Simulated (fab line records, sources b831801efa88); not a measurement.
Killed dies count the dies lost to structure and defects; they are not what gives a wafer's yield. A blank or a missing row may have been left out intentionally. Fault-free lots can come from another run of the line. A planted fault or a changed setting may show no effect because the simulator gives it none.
Comparing a struck lot with a sound one -- flow sky130 -- 43 out of 708 route steps
Sound: wafers L716.3, L716.4, L716.5. Struck: wafer L721.1 (left out: L721.3, L721.4 of the same lot, which were not struck); the cause appears at the end.
Per side, at each step with rows, come the tool, then ch with its chambers, and then its first start. Under that, the readings that differ: sound wafers -- struck wafers -- difference of the means -- sigmas: that difference in standard deviations of wafers without a fault.
alike: a reading whose means differ by less than 2 such deviations, as well as words and numbers matching on both sides. not compared: withheld readings; readings where some wafer has no value; bounds like >300 that might hide an equal value; numbers whose values overlap and for which the record gives no deviation.
The two part at a step that has a row with sigmas, a row that says differs or no value, or rows on one side only. Non-overlapping numbers with no deviation appear without sigmas and do not part them. Lack of a reading on every wafer of one side parts them only where that side has two or more wafers.

first, 2 steps without rows for these wafers: SKY_LOCAL_INTERCONNECT_PEB_09; SKY_LOCAL_INTERCONNECT_DEVELOP_10 (develop time 60 s).
SKY_LOCAL_INTERCONNECT_CD_MEAS_11 targets a cd of 170 nm.
  sound: cd_sem-01 at day 33 10:36; struck: cd_sem-01 at day 34 22:02
  alike: cd_nm
SKY_LOCAL_INTERCONNECT_OVL_MEAS_12:
  sound: overlay-02 at day 33 10:41; struck: overlay-02 at day 34 22:09
  alike: LOCAL_INTERCONNECT_OVL
then, 7 steps without rows for these wafers: SKY_LOCAL_INTERCONNECT_ETCH_13 (etches BARC in N2/H2, stops on SiO2, time 45.9 s, target depth 60 nm); SKY_LOCAL_INTERCONNECT_METAL_ETCH_14 (etches TiN in Cl2/BCl3, stops on PSG, target depth 110 nm, time 31.4 s); SKY_LOCAL_INTERCONNECT_STRIP_15 (strips in O2/N2); SKY_LOCAL_INTERCONNECT_STRIP_16 (strips in post etch residue remover, time 1200 s); SKY_LOCAL_INTERCONNECT_CLEAN_17 (cleans in IPA, time 180 s); SKY_LOCAL_INTERCONNECT_CLEAN_18 (cleans in O3/DIW); SKY_CONTACT_CVD_00 (deposits Si3N4, target thk 75 nm).
SKY_CONTACT_THK_MEAS_01:
  sound: film_metro-04 at day 33 11:28; struck: film_metro-03 at day 34 22:56
  alike: CONTACT_CVD_00_THK
SKY_CONTACT_HDPCVD_02: deposits SiO2, target thk 565 nm, time 94.2 s.
  sound on hdpcvd-02 ch 0,2, day 33 11:31; struck on hdpcvd-02 ch 0,1, day 34 22:59
SKY_CONTACT_THK_MEAS_03:
  sound: film_metro-03 at day 33 11:36; struck: film_metro-01 at day 34 23:04
  alike: CONTACT_HDPCVD_THK
then, 1 step without rows for these wafers: SKY_CONTACT_CMP_04 (polishes SiO2).
SKY_CONTACT_BOW_MEAS_05:
  sound: film_metro-03 at day 33 11:59; struck: film_metro-01 at day 34 23:25
  alike: CONTACT_BOW
then, 8 steps without rows for these wafers: SKY_CONTACT_DEHYDRATE_06 (time 60 s); SKY_CONTACT_HMDS_07 (prime time 60 s); SKY_CONTACT_COAT_08 (resist thk 60 nm); SKY_CONTACT_COAT_09 (resist thk 450 nm); SKY_CONTACT_SOFTBAKE_10 (time 90 s); SKY_CONTACT_EXPOSE_11 (exposes mask CTM1, target cd 170 nm); SKY_CONTACT_PEB_12; SKY_CONTACT_DEVELOP_13 (develop time 60 s).
SKY_CONTACT_CD_MEAS_14 targets a cd of 170 nm.
  sound: cd_sem-01 at day 34 14:34; struck: cd_sem-01 at day 36 01:17
reading,sound,struck,difference,sigmas
cd_nm (nm),173.0 172.8 172.3,166.4,-6.3,-3
SKY_CONTACT_OVL_MEAS_15:
  sound: overlay-01 at day 34 14:40; struck: overlay-01 at day 36 01:24
  alike: CONTACT_OVL
SKY_CONTACT_ETCH_16: etches BARC in N2/H2, stops on SiO2, time 45.9 s, target depth 60 nm.
  sound on rie_diel-02 ch 0,2,3, day 34 14:41; struck on rie_diel-04 ch 3, day 36 01:26
  alike: drypump_motor_current_A, oes_product_au, throttle_valve_pct
  not compared: rf_hours_counter_h
then, 2 steps without rows for these wafers: SKY_CONTACT_ETCH_17 (etches SiO2 in C4F8/O2/Ar, stops on Si3N4, target depth 340 nm); SKY_CONTACT_ETCH_18 (etches Si3N4 in CHF3/O2, stops on TiN, time 39 s, target depth 75 nm).
SKY_CONTACT_STRIP_19: strips in O2/N2.
  sound on plasma_asher-02 ch 0,1, day 34 14:51; struck on plasma_asher-01 ch 0, day 36 01:34
reading,sound,struck,difference,sigmas
oes_product_au (a.u.),0.382 0.386 0.381,0.374,-0.009,-2
rf_hours_counter_h (h),- - -,10,no value on the sound wafers,
  alike: drypump_motor_current_A, strip_time_to_endpoint_s
then, 5 steps without rows for these wafers: SKY_CONTACT_STRIP_20 (strips in post etch residue remover, time 1200 s); SKY_CONTACT_CLEAN_21 (cleans in IPA, time 180 s); SKY_CONTACT_CLEAN_22 (cleans in O3/DIW); SKY_CONTACT_SPUTTER_23 (material TiN, target thk 20 nm, time 80 s); SKY_CONTACT_CVD_24 (deposits W, target thk 340 nm, time 102.12 s).
SKY_CONTACT_RS_MEAS_25: measures by four-point-probe.
  sound: film_metro-01 at day 34 15:37; struck: film_metro-03 at day 36 02:20
  alike: CONTACT_W_RS
SKY_CONTACT_THK_MEAS_26: measures by xrf.
  sound: film_metro-01 at day 34 15:43; struck: film_metro-03 at day 36 02:27
  alike: CONTACT_W_THK
SKY_CONTACT_CMP_27: polishes, stops on SiO2, t overpolish 15 s, target thk 0 nm.
  sound on cmp-01 ch 0,1,3, day 34 15:49; struck on cmp-01 ch 0, day 36 02:34
  alike: head_pressure_psi, motor_current_A, overpolish_run_s, time_to_endpoint_s
SKY_METAL1_SPUTTER_00: material Ti, target thk 15 nm, time 10 s.
  sound: pvd_sputter-01 at day 34 16:04; struck: pvd_sputter-02 at day 36 02:49
  alike: throttle_valve_pct
then, 1 step without rows for these wafers: SKY_METAL1_SPUTTER_01 (material TiN, target thk 20 nm, time 16.7 s).
SKY_METAL1_SPUTTER_02: material AlCu, target thk 250 nm, time 13.3 s.
  sound: pvd_sputter-01 at day 34 16:07; struck: pvd_sputter-02 at day 36 02:52
  alike: throttle_valve_pct
then, 1 step without rows for these wafers: SKY_METAL1_SPUTTER_03 (material Ti, target thk 5 nm, time 3.3 s).
-- the record jumps here: 13 days lie between the struck wafers' starts before and after (it left off in module METAL1 and takes up again in module PAD_OPEN, whose first step shown is number 708 of the route) --
SKY_PAD_OPEN_PROBE_99:
  rows exist in the record for the struck wafers here (prober-02, day 49 02:23), but not for the sound ones

## WHERE THEY PART
At SKY_CONTACT_CD_MEAS_14 first; at SKY_PAD_OPEN_PROBE_99 last (within this record only).

WHY: whatever the simulator had introduced
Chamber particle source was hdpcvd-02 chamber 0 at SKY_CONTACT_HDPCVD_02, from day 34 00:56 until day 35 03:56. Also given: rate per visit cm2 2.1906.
